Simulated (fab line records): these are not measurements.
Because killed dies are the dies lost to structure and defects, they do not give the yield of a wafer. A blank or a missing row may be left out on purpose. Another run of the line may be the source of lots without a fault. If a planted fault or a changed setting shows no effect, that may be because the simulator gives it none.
A struck lot beside a sound one | flow sky130 | 43 steps out of a route of 708
Sound: wafers L361.2, L361.4, L361.5. Wafers L374.1, L374.3, L374.6 were the ones struck. The cause comes at the end.
Per side, at each step with rows, come the tool, then ch with its chambers, and then its first start. Under that, the readings that differ: sound wafers | struck wafers | difference of the means | sigmas: that difference in standard deviations of wafers without a fault.
alike: words and numbers the same on both sides, and readings whose means are apart by under 2 such deviations; not compared: readings that were withheld, readings missing a value for some wafer, numbers with overlapping values and no deviation given by the record, and bounds like >300 which may hide the same value.
The two part at a step that has a row with sigmas, a row that says differs or no value, or rows on one side only. When numbers do not overlap yet have no deviation, they are printed without sigmas and do not part them. Lack of a reading on every wafer of one side parts them only where that side has two or more wafers.

SKY_VIA4_OVL_MEAS_11:
  struck on overlay-02, day 47 02:31; sound on overlay-02, day 43 11:25
  alike: VIA4_OVL
SKY_VIA4_ETCH_12: etches SiO2 in C4F8/O2/Ar, stops on TiN, target depth 580 nm.
  sound on rie_diel-02 ch 1,3, day 43 11:26; struck on rie_diel-01 ch 1,3, day 47 02:32
  alike: oes_product_au
then, 4 steps without rows for these wafers: SKY_VIA4_STRIP_13 (strips in O2/N2); SKY_VIA4_STRIP_14 (strips in post etch residue remover, time 1200 s); SKY_VIA4_CLEAN_15 (cleans in IPA, time 180 s); SKY_VIA4_CLEAN_16 (cleans in O3/DIW).
SKY_VIA4_SPUTTER_17: material TiN, target thk 20 nm, time 80 s.
  struck on pvd_sputter-01, day 47 03:47; sound on pvd_sputter-04, day 43 12:23
  alike: throttle_valve_pct
then, 1 step without rows for these wafers: SKY_VIA4_CVD_18 (deposits W, target thk 505 nm, time 152.14 s).
SKY_VIA4_RS_MEAS_19: measures by four-point-probe.
  struck on film_metro-03, day 47 04:00; sound on film_metro-04, day 43 12:37
  alike: VIA4_W_RS
SKY_VIA4_THK_MEAS_20: measures by xrf.
  struck on film_metro-03, day 47 04:07; sound on film_metro-04, day 43 12:44
  alike: VIA4_W_THK
then, 2 steps without rows for these wafers: SKY_VIA4_CMP_21 (polishes, stops on SiO2, t overpolish 25 s, target thk 0 nm); SKY_METAL5_SPUTTER_00 (material Ti, target thk 15 nm, time 10 s).
SKY_METAL5_SPUTTER_01: material TiN, target thk 20 nm, time 16.7 s.
  struck on pvd_sputter-02, day 47 04:30; sound on pvd_sputter-02, day 43 13:19
  alike: throttle_valve_pct
then, 1 step without rows for these wafers: SKY_METAL5_SPUTTER_02 (material AlCu, target thk 1150 nm, time 61.2 s).
SKY_METAL5_SPUTTER_03: material Ti, target thk 5 nm, time 3.3 s.
  struck on pvd_sputter-02, day 47 04:35; sound on pvd_sputter-02, day 43 13:23
  alike: throttle_valve_pct
then, 1 step without rows for these wafers: SKY_METAL5_SPUTTER_04 (material TiN, target thk 70 nm, time 58.3 s).
SKY_METAL5_RS_MEAS_05: measures by four-point-probe.
  struck on film_metro-03, day 47 04:39; sound on film_metro-01, day 43 13:29
  alike: METAL5_ALCU_RS
SKY_METAL5_THK_MEAS_06: measures by xrf.
  struck on film_metro-03, day 47 04:46; sound on film_metro-01, day 43 13:35
  alike: METAL5_ALCU_THK
then, 13 steps without rows for these wafers: SKY_METAL5_DEHYDRATE_07 (time 60 s); SKY_METAL5_HMDS_08 (prime time 60 s); SKY_METAL5_COAT_09 (resist thk 1800 nm); SKY_METAL5_SOFTBAKE_10 (time 60 s); SKY_METAL5_EXPOSE_11 (exposes mask MM5, target cd 1600 nm); SKY_METAL5_PEB_12; SKY_METAL5_DEVELOP_13 (develop time 60 s); SKY_METAL5_DESCUM_14 (chemistry O2, time 11 s); SKY_METAL5_METAL_ETCH_15 (etches the open film in Cl2/BCl3, stops on SiO2, target depth 1260 nm, time 252 s); SKY_METAL5_STRIP_16 (strips in O2/N2); SKY_METAL5_STRIP_17 (strips in post etch residue remover, time 1200 s); SKY_METAL5_CLEAN_18 (cleans in IPA, time 180 s); SKY_METAL5_CLEAN_19 (cleans in O3/DIW).
SKY_PASSIVATION_CVD_00: deposits SiO2, target thk 90 nm.
  sound on pecvd-01 ch 0,1,2, day 44 12:23; struck on pecvd-01 ch 0,1, day 48 01:12
  alike: heater_power_w
SKY_PASSIVATION_THK_MEAS_01:
  struck on film_metro-02, day 48 01:13; sound on film_metro-04, day 44 12:25
  alike: PASSIVATION_CVD_00_THK
SKY_PASSIVATION_CVD_02: deposits Si3N4, target thk 540 nm.
  sound on pecvd-03 ch 1, day 44 12:28; struck on pecvd-01 ch 1,2, day 48 01:17
  alike: heater_power_w
SKY_PASSIVATION_THK_MEAS_03:
  struck on film_metro-04, day 48 01:31; sound on film_metro-01, day 44 12:49
  alike: PASSIVATION_CVD_02_THK
then, 7 steps without rows for these wafers: SKY_PASSIVATION_DEHYDRATE_04 (time 60 s); SKY_PASSIVATION_HMDS_05 (prime time 60 s); SKY_PASSIVATION_COAT_06 (resist thk 3000 nm); SKY_PASSIVATION_SOFTBAKE_07; SKY_PASSIVATION_EXPOSE_08 (exposes mask NSM, target cd 3000 nm); SKY_PASSIVATION_PEB_09; SKY_PASSIVATION_DEVELOP_10 (develop time 60 s).
SKY_PAD_OPEN_PROBE_99:
  struck on prober-02, day 49 15:13; sound on prober-01, day 46 09:44
  reading                               | sound              | struck            | difference | sigmas
  defect_limited_yield (%)              | 79.3 83.5 81.9     | 72.2 77.2 70.3    | -8.3       | -4
  killed_at_M4_up                       | 2 3 1              | 42 35 52          | +41        | +23
  killed_at_other                       | 0 0 0              | 2 0 2             | +1         | +2
  killed_dies                           | 102 81 89          | 137 112 146       | +41        | +4
  sort_bin_3_pad_short (%)              | 0.8 0.8 0.2        | 2.0 2.6 3.3       | +2.0       | +5
  sort_bin_5_function (%)               | 12.2 9.8 11.4      | 18.1 13.0 18.1    | +5.3       | +3
  sort_n_pass                           | 390 411 403        | 355 380 346       | -41        | -4
  sort_yield_pct (%)                    | 79.3 83.5 81.9     | 72.2 77.2 70.3    | -8.3       | -4
  model.etest.tester.sort_n_pass        | 390 411 403        | 355 380 346       | -41        |
  model.etest.tester.sort_yield_pct (%) | 79.27 83.54 81.91  | 72.15 77.24 70.33 | -8.33      |
  model.etest.tester.sort_bin_5_pct (%) | 12.2 9.756 11.38   | 18.09 13.01 18.09 | +5.28      |
  model.etest.tester.sort_bin_3_pct (%) | 0.813 0.813 0.2033 | 2.033 2.642 3.252 | +2.033     |
  alike: killed_at_M0_to_M3, killed_at_contacts, killed_at_front_end, killed_open, killed_short, sort_bin_6_memory

== WHERE THEY PART ==
SKY_PAD_OPEN_PROBE_99 only, going by this record.

WHY: whatever the simulator had introduced
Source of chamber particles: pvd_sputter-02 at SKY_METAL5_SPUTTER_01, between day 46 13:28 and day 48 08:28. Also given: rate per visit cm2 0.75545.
